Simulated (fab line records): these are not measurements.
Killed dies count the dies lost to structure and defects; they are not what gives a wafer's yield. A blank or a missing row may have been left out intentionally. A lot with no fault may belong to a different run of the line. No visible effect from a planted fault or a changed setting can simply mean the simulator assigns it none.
fab line records ; flow sky130
record: lots: 13; wafers: 39; last_day: 50
route steps=708 shown FIELD_ISO@1 NWELL@64
lots that met no fault: from a run of the same line without faults
start_h: hours from the record's opening day to when the first of the lot's shown wafers began ; wait_h: hours since the lot's step before ; " identical to the entry in the row above ; L1.1+2: one row covering several wafers at once ; - no value, or no start given ; * or withheld: withheld ; < > ~ a bound
route shown NAME@n: names a module that has steps shown in the file, with the first one's number in the route ; usual: mean/standard deviation taken from wafers without a fault ; same: alike in all rows ; chamber/n: place in a boat ; sites: each site's reading ; _std_site: the values' standard deviation ; _edge_site: the outer-site mean with the inner-site mean subtracted ; radius_mm: for every site, how far away it sits from the centre of the wafer ; mask NAME#n: copy n ; behind: the last tool/chamber to shape the wafer ; hold: why the lot was held/for how many hours/how that ended ; device: the transistor (n, p or np) that didn't switch ; end of line: tests of these same wafers at the route's end ; for a step that has no rows: nothing shown but its recipe ; killed: the dies lost at the first sort to structure and to defects; this is not the yield of the wafer ; map: dies across one wafer; x = killed, . = not, _ = none there
set.NAME: the setting that was run; set.NAME@STEP: the one run at that earlier step ; model.NAME: the simulator's own value behind a step, which no gauge read
steps of the route over a sample of lots; a table a step, a row a wafer
services: when a tool's chamber went out of use (start_h, in hours from the record's first day, below 0 if earlier), for how many hours, and the reason
== steps ==
step: SKY_FIELD_ISO_BOW_MEAS_00
recipe: mode: bow
usual: INCOMING_BOW: 0/6.9
lot.wafer;tool;chamber;start_h;wait_h;INCOMING_BOW[um]
L788.1;film_metro-03;-;10.00;-;-10
L788.4;film_metro-03;-;10.00;-;-2
L788.6;film_metro-03;-;10.00;-;6
L789.1;film_metro-01;-;15.00;-;4
L789.2;film_metro-01;-;15.00;-;0
L789.6;film_metro-01;-;15.00;-;0
L790.3;film_metro-03;-;20.04;-;11
L790.5;film_metro-03;-;20.04;-;6
L790.6;film_metro-03;-;20.04;-;2
L792.3;film_metro-02;-;30.04;-;3
L792.5;film_metro-02;-;30.04;-;-15
L792.6;film_metro-02;-;30.04;-;6
L800.1;film_metro-02;-;70.00;-;7
L800.4;film_metro-02;-;70.00;-;-4
L800.5;film_metro-02;-;70.00;-;2
L801.2;film_metro-01;-;75.02;-;2
L801.5;film_metro-01;-;75.02;-;-16
L801.6;film_metro-01;-;75.02;-;-3
L802.2;film_metro-03;-;80.02;-;11
L802.3;film_metro-03;-;80.02;-;-8
L802.6;film_metro-03;-;80.02;-;-4
L803.2;film_metro-03;-;85.02;-;10
L803.5;film_metro-03;-;85.02;-;1
L803.6;film_metro-03;-;85.02;-;-1
L804.1;film_metro-02;-;90.00;-;2
L804.2;film_metro-02;-;90.00;-;13
L804.3;film_metro-02;-;90.00;-;-4
L805.2;film_metro-01;-;95.02;-;7
L805.3;film_metro-01;-;95.02;-;-9
L805.5;film_metro-01;-;95.02;-;-8
L806.3;film_metro-02;-;100.04;-;-4
L806.5;film_metro-02;-;100.04;-;-11
L806.6;film_metro-02;-;100.04;-;2
L808.2;film_metro-01;-;110.02;-;3
L808.3;film_metro-01;-;110.02;-;3
L808.4;film_metro-01;-;110.02;-;-5
L811.1;film_metro-02;-;125.00;-;-1
L811.2;film_metro-02;-;125.00;-;4
L811.5;film_metro-02;-;125.00;-;6
step: SKY_NWELL_IMPLANT_11
recipe: species: P; energy_kev: 400; dose_cm2: 1.9e+13; tilt_deg: withheld
usual: beam_energy_keV: 399.99/0.13
lot.wafer;tool;chamber;start_h;wait_h;beam_energy_keV
L788.1;implanter-04;0;84.23;0.0;399.79
L788.4;implanter-04;0;84.23;0.0;399.80
L788.6;implanter-04;0;84.23;0.0;399.84
L789.1;implanter-03;0;90.98;0.0;400.08
L789.2;implanter-03;0;90.98;0.0;399.90
L789.6;implanter-03;0;90.98;0.0;399.98
L790.3;implanter-04;0;99.39;0.1;400.12
L790.5;implanter-04;0;99.39;0.1;399.95
L790.6;implanter-04;0;99.39;0.1;400.05
L792.3;implanter-03;0;110.38;0.1;399.83
L792.5;implanter-03;0;110.38;0.1;399.89
L792.6;implanter-03;0;110.38;0.1;399.89
L800.1;implanter-02;0;159.08;0.0;346.13
L800.4;implanter-02;0;159.08;0.0;345.94
L800.5;implanter-02;0;159.08;0.0;346.04
L801.2;implanter-02;0;162.99;0.0;346.01
L801.5;implanter-02;0;162.99;0.0;346.02
L801.6;implanter-02;0;162.99;0.0;346.31
L802.2;implanter-03;0;168.39;0.0;400.14
L802.3;implanter-03;0;168.39;0.0;400.09
L802.6;implanter-03;0;168.39;0.0;400.06
L803.2;implanter-03;0;170.91;0.0;400.00
L803.5;implanter-03;0;170.91;0.0;400.20
L803.6;implanter-03;0;170.91;0.0;399.89
L804.1;implanter-03;0;178.64;0.0;399.90
L804.2;implanter-03;0;178.64;0.0;399.84
L804.3;implanter-03;0;178.64;0.0;399.81
L805.2;implanter-04;0;183.76;0.0;400.05
L805.3;implanter-04;0;183.76;0.0;400.03
L805.5;implanter-04;0;183.76;0.0;399.79
L806.3;implanter-03;0;195.14;0.1;399.93
L806.5;implanter-03;0;195.14;0.1;400.04
L806.6;implanter-03;0;195.14;0.1;400.08
L808.2;implanter-03;0;207.66;0.0;400.06
L808.3;implanter-03;0;207.66;0.0;400.01
L808.4;implanter-03;0;207.66;0.0;400.26
L811.1;implanter-03;0;220.73;0.0;400.06
L811.2;implanter-03;0;220.73;0.0;400.00
L811.5;implanter-03;0;220.73;0.0;400.08
step: SKY_NWELL_TW_MEAS_26
usual: NWELL_2_TW: 497/5.5
lot.wafer;tool;chamber;start_h;wait_h;NWELL_2_TW
L788.1;film_metro-04;-;102.58;0.1;493
L788.4;film_metro-04;-;102.58;0.1;491
L788.6;film_metro-04;-;102.58;0.1;492
L789.1;film_metro-01;-;109.58;0.1;503
L789.2;film_metro-01;-;109.58;0.1;499
L789.6;film_metro-01;-;109.58;0.1;502
L790.3;film_metro-04;-;117.94;0.1;495
L790.5;film_metro-04;-;117.94;0.1;496
L790.6;film_metro-04;-;117.94;0.1;494
L792.3;film_metro-04;-;130.04;0.1;496
L792.5;film_metro-04;-;130.04;0.1;495
L792.6;film_metro-04;-;130.04;0.1;495
L800.1;film_metro-01;-;180.68;0.1;504
L800.4;film_metro-01;-;180.68;0.1;502
L800.5;film_metro-01;-;180.68;0.1;507
L801.2;film_metro-04;-;184.58;0.1;488
L801.5;film_metro-04;-;184.58;0.1;491
L801.6;film_metro-04;-;184.58;0.1;491
L802.2;film_metro-01;-;190.44;0.1;501
L802.3;film_metro-01;-;190.44;0.1;501
L802.6;film_metro-01;-;190.44;0.1;501
L803.2;film_metro-01;-;192.78;0.1;503
L803.5;film_metro-01;-;192.78;0.1;503
L803.6;film_metro-01;-;192.78;0.1;505
L804.1;film_metro-01;-;200.19;0.1;501
L804.2;film_metro-01;-;200.19;0.1;502
L804.3;film_metro-01;-;200.19;0.1;499
L805.2;film_metro-03;-;206.05;0.1;497
L805.3;film_metro-03;-;206.05;0.1;500
L805.5;film_metro-03;-;206.05;0.1;502
L806.3;film_metro-04;-;217.41;0.1;492
L806.5;film_metro-04;-;217.41;0.1;491
L806.6;film_metro-04;-;217.41;0.1;492
L808.2;film_metro-04;-;230.13;0.1;491
L808.3;film_metro-04;-;230.13;0.1;490
L808.4;film_metro-04;-;230.13;0.1;492
L811.1;film_metro-04;-;243.32;0.1;487
L811.2;film_metro-04;-;243.32;0.1;490
L811.5;film_metro-04;-;243.32;0.1;491
step: SKY_NWELL_RTA_28
recipe: temp_c: 1050; time_s: 30; idle_temp_c: 650; ramp_up_c_per_s: 150; ramp_down_c_per_s: 90; ambient: N2
usual: lamp_power_pct: 25.31/0.052; wafer_temp_C_max: 1055.0/1
lot.wafer;tool;chamber;start_h;wait_h;lamp_power_pct;wafer_temp_C_max
L788.1;rtp_anneal-02;0;102.69;0.0;25.23;1053.9
L788.4;rtp_anneal-02;0;102.69;0.0;25.37;1055.0
L788.6;rtp_anneal-02;0;102.69;0.0;25.24;1059.3
L789.1;rtp_anneal-01;0;109.69;0.0;25.30;1054.1
L789.2;rtp_anneal-01;0;109.69;0.0;25.27;1055.1
L789.6;rtp_anneal-01;0;109.69;0.0;25.30;1054.4
L790.3;rtp_anneal-02;0;118.06;0.0;25.42;1055.3
L790.5;rtp_anneal-02;0;118.06;0.0;25.32;1054.4
L790.6;rtp_anneal-02;0;118.06;0.0;25.28;1055.3
L792.3;rtp_anneal-02;0;130.16;0.0;25.20;1053.6
L792.5;rtp_anneal-02;0;130.16;0.0;25.39;1056.4
L792.6;rtp_anneal-02;0;130.16;0.0;25.23;1055.4
L800.1;rtp_anneal-01;0;180.79;0.0;25.35;1055.8
L800.4;rtp_anneal-01;0;180.79;0.0;25.28;1054.4
L800.5;rtp_anneal-01;0;180.79;0.0;25.29;1055.7
L801.2;rtp_anneal-02;0;184.69;0.0;25.27;1057.0
L801.5;rtp_anneal-02;0;184.69;0.0;25.28;1053.7
L801.6;rtp_anneal-02;0;184.69;0.0;25.35;1054.3
L802.2;rtp_anneal-02;0;190.56;0.0;25.32;1054.0
L802.3;rtp_anneal-02;0;190.56;0.0;25.30;1054.0
L802.6;rtp_anneal-02;0;190.56;0.0;25.34;1055.3
L803.2;rtp_anneal-01;0;192.89;0.0;25.31;1055.3
L803.5;rtp_anneal-01;0;192.89;0.0;25.35;1053.8
L803.6;rtp_anneal-01;0;192.89;0.0;25.38;1055.4
L804.1;rtp_anneal-02;0;200.30;0.0;25.27;1053.8
L804.2;rtp_anneal-02;0;200.30;0.0;25.23;1055.0
L804.3;rtp_anneal-02;0;200.30;0.0;25.30;1054.0
L805.2;rtp_anneal-01;0;206.17;0.0;25.23;1054.6
L805.3;rtp_anneal-01;0;206.17;0.0;25.30;1056.8
L805.5;rtp_anneal-01;0;206.17;0.0;25.28;1055.0
L806.3;rtp_anneal-01;0;217.54;0.0;25.21;1056.4
L806.5;rtp_anneal-01;0;217.54;0.0;25.19;1054.0
L806.6;rtp_anneal-01;0;217.54;0.0;25.28;1056.7
L808.2;rtp_anneal-01;0;230.24;0.0;25.24;1054.8
L808.3;rtp_anneal-01;0;230.24;0.0;25.43;1056.0
L808.4;rtp_anneal-01;0;230.24;0.0;25.37;1054.0
L811.1;rtp_anneal-01;0;243.48;0.0;25.28;1054.1
L811.2;rtp_anneal-01;0;243.48;0.0;25.29;1057.3
L811.5;rtp_anneal-01;0;243.48;0.0;25.27;1054.9
step: SKY_NWELL_RS_MEAS_29
recipe: thk_meas_gauge: four-point-probe
usual: NWELL_RS: 625.1/1.6
lot.wafer;tool;chamber;start_h;wait_h;NWELL_RS[ohm/sq]
L788.1;film_metro-01;-;102.79;0.1;624.4
L788.4;film_metro-01;-;102.79;0.1;624.2
L788.6;film_metro-01;-;102.79;0.1;623.6
L789.1;film_metro-04;-;109.79;0.1;625.5
L789.2;film_metro-04;-;109.79;0.1;625.0
L789.6;film_metro-04;-;109.79;0.1;626.4
L790.3;film_metro-01;-;118.17;0.1;626.6
L790.5;film_metro-01;-;118.17;0.1;625.7
L790.6;film_metro-01;-;118.17;0.1;624.6
L792.3;film_metro-04;-;130.27;0.1;623.8
L792.5;film_metro-04;-;130.27;0.1;624.1
L792.6;film_metro-04;-;130.27;0.1;623.8
L800.1;film_metro-04;-;180.89;0.1;650.2
L800.4;film_metro-04;-;180.89;0.1;648.8
L800.5;film_metro-04;-;180.89;0.1;648.4
L801.2;film_metro-01;-;184.80;0.1;646.9
L801.5;film_metro-01;-;184.80;0.1;647.4
L801.6;film_metro-01;-;184.80;0.1;649.0
L802.2;film_metro-04;-;190.66;0.1;627.3
L802.3;film_metro-04;-;190.66;0.1;624.5
L802.6;film_metro-04;-;190.66;0.1;625.6
L803.2;film_metro-04;-;193.00;0.1;627.3
L803.5;film_metro-04;-;193.00;0.1;624.4
L803.6;film_metro-04;-;193.00;0.1;627.5
L804.1;film_metro-03;-;200.40;0.1;627.3
L804.2;film_metro-03;-;200.40;0.1;625.9
L804.3;film_metro-03;-;200.40;0.1;626.0
L805.2;film_metro-01;-;206.27;0.1;625.9
L805.3;film_metro-01;-;206.27;0.1;625.4
L805.5;film_metro-01;-;206.27;0.1;624.8
L806.3;film_metro-01;-;217.65;0.1;625.1
L806.5;film_metro-01;-;217.65;0.1;624.6
L806.6;film_metro-01;-;217.65;0.1;622.5
L808.2;film_metro-04;-;230.35;0.1;622.9
L808.3;film_metro-04;-;230.35;0.1;624.3
L808.4;film_metro-04;-;230.35;0.1;623.1
L811.1;film_metro-04;-;243.58;0.1;623.8
L811.2;film_metro-04;-;243.58;0.1;625.0
L811.5;film_metro-04;-;243.58;0.1;624.7
== services ==
tool;chamber;start_h;hours;kind
implanter-03;-;70.63;4.6;repair
rtp_anneal-01;-;97.28;9.3;pm
implanter-02;-;109.23;3.3;pm
implanter-04;-;111.54;3.6;repair
implanter-03;-;129.63;3.9;repair
implanter-04;-;146.79;3.5;pm
implanter-04;-;159.03;2.7;pm
implanter-02;-;168.80;2.5;pm
implanter-03;-;202.55;3.5;repair
rtp_anneal-01;-;220.45;3.5;pm
== key ==
first_sign: step: SKY_NWELL_IMPLANT_11; reading: beam_energy_keV; direction: down; sigmas: 99+; usual: *; struck: *
effect: step: SKY_NWELL_RS_MEAS_29; reading: NWELL_RS; direction: up; sigmas: 15; usual: 625.1; struck: 648.5
met_at SKY_NWELL_IMPLANT_11
struck_lots L800,L801
tester_left_out L800,L801
not_acting_at SKY_FIELD_ISO_BOW_MEAS_00,SKY_NWELL_TW_MEAS_26,SKY_NWELL_RTA_28
fault: kind: process_parameter_drift; tool: implanter-02; chamber: -; onset_h: 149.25; steps: SKY_NWELL_IMPLANT_11; channel: energy_kev; offset: *; shape: step; end_h: 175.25; acts_in: *; stated: *
tester_left_out: of these lots the tester's yield and bins aren't shown, on N5 and GAA mostly nor the transistor test; their killed dies are dies lost to structure and defects alone, not to doping, threshold or leakage, so they don't give the yield
